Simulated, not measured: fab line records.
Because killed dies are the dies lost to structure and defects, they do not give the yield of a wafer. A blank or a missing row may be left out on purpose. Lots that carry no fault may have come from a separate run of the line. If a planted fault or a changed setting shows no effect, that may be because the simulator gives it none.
Chamber matching    flow gf180mcu    GF_SAB_ETCH_11 on rie_diel-02 has 4 sister chambers
The step etches SiO2 in C4F8/O2/Ar, target depth 55 nm, time 8.5 s. 18 wafers are shown with their chamber, then 9 later ones without.

WAFERS, EACH WITH ITS CHAMBER
wafer   chamber  oes_product_au (a.u.)
L075.2  0        1.008
L075.3  1        1.014
L075.4  2        0.990
L077.3  0        0.994
L077.4  3        0.989
L077.6  0        1.000
L080.4  3        0.992
L080.5  1        1.010
L080.6  2        0.998
L081.2  3        0.995
L081.3  2        0.995
L081.4  1        0.999
L082.3  1        1.000
L082.4  2        1.001
L082.6  0        0.991
L084.1  1        1.011
L084.4  1        1.022
L084.6  2        0.991

SIGNATURES, as means of the wafers listed above
reading         chamber 0  chamber 1  chamber 2  chamber 3  scatter within a chamber
oes_product_au  0.99825    1.00933    0.99500    0.99200    0.00682
Rule: for each reading, subtract the chamber's mean from the wafer's reading, divide by that reading's scatter and square the result; add these up over the readings and take the root, which gives the wafer's distance from the chamber. If the next closest chamber is less than 2 further off than the closest, the wafer can't be placed; otherwise it belongs to the closest. The scatter: the root of (the sum of the squares of (reading less its chamber's mean) over the shown wafers, divided by (wafers less chambers)).

WAFERS WITH NO CHAMBER GIVEN
wafer   oes_product_au (a.u.)
L088.2  0.998
L088.3  0.993
L088.4  1.003
L091.1  0.997
L091.2  0.983
L091.6  0.992
L092.1  0.989
L092.3  0.994
L092.4  0.982

EACH ONE'S CHAMBER
wafer   from the rows above                in truth
L088.2  can't be placed: 0 or 2 or 3 or 1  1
L088.3  can't be placed: 3 or 2 or 0       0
L088.4  can't be placed: 0 or 1 or 2 or 3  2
L091.1  can't be placed: 0 or 2 or 3 or 1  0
L091.2  can't be placed: 3 or 2 or 0       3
L091.6  can't be placed: 3 or 2 or 0       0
L092.1  can't be placed: 3 or 2 or 0       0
L092.3  can't be placed: 2 or 3 or 0       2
L092.4  can't be placed: 3 or 2 or 0       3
Correctly placed: 0 of 9. Not placeable from these rows: 9 (in 9, the candidates include the true chamber). Placed wrongly: 0.
